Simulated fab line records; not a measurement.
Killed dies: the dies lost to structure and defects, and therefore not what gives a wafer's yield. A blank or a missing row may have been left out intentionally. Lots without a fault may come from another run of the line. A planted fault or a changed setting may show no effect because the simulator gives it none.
2 desks looking at one fault    flow sky130    every desk sees just its own numbers, and what lay behind them comes last

== THE METROLOGY DESK ==
Means of the sampled wafers that have a number, per lot and without regard to the tool the lot ran on: this is what the gauges read. A lot is out of limits, marked OUT, if its mean lies more than 4 standard deviations from the usual mean; the brackets give that distance.
Columns: A = CAP2M_OVL at SKY_CAP2M_OVL_MEAS_12, usual -0.8 nm
lot   first seen here  A
L888  day 40 07:40     -0.3
L890  day 41 14:50     -2.9
L893  day 42 06:19     -1.0
L894  day 42 16:52     -3.0
L895  day 42 22:20     -0.8
L897  day 43 07:05     0.3
L899  day 44 01:44     0.2
L902  day 44 14:38     1.1
L905  day 45 15:37     -1.1
L907  day 46 16:07     -1.8
L910  day 47 00:11     -3.0
L911  day 47 02:44     1.8
This desk's verdict: no lot among the 12 shows anything out of limits.

== THE TOOL OWNER'S DESK: cmp-01 ==
The tool's own readings at SKY_VIA4_CMP_21 (polishes, stops on SiO2, t overpolish 25 s, target thk 0 nm): means of the sampled wafers that have a number, for each lot that ran on this tool. A lot is out of limits, marked OUT, if its mean lies more than 4 standard deviations from the usual mean; the brackets give that distance.
Columns: A = edge zone pressure frac at SKY_VIA4_CMP_21, usual 0.999; B = motor current A at SKY_VIA4_CMP_21, usual 10.1 A; C = overpolish run s at SKY_VIA4_CMP_21, usual 24.999 s; D = platen rpm at SKY_VIA4_CMP_21, usual 60.00 rpm; E = time to endpoint s at SKY_VIA4_CMP_21, usual 121 s
lot   first seen here  A      B     C                        D      E
L890  day 43 17:15     1.004  9.7   25.006                   60.00  126
L893  day 44 07:58     1.001  9.8   24.991                   59.98  117
L895  day 44 22:56     0.995  10.4  25.006                   60.04  122
L897  day 45 06:17     1.001  9.8   24.996                   60.01  123
L899  day 46 01:28     1.007  9.7   25.000                   59.96  128
L902  day 46 12:53     1.000  10.5  0.040 (-99 or more) OUT  60.01  190 (+18) OUT
L907  day 48 10:38     1.000  9.8   0.036 (-99 or more) OUT  59.99  195 (+19) OUT
This desk's finding: out of limits on L902, L907; first on L902, day 46 12:53 (overpolish run s at SKY_VIA4_CMP_21). In limits: L890, L893, L895, L897, L899.

== TAKEN TOGETHER ==
At day 46 12:53, on L902, L907, the tool owner's desk was in a position to raise an alarm.
Nothing out of limits was seen by the metrology desk.
The metrology desk holds a record of L902, L907, inside its limits.
All the named lots went through SKY_VIA4_CMP_21 on cmp-01.

== WHAT THE SIMULATOR HAD PUT IN ==
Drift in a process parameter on cmp-01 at SKY_VIA4_CMP_21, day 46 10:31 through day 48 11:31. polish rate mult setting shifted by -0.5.
Shown lots that were struck: L902, L907.
Each desk's first reading out of limits, in hours after the fault started: the tool owner's desk, 2.
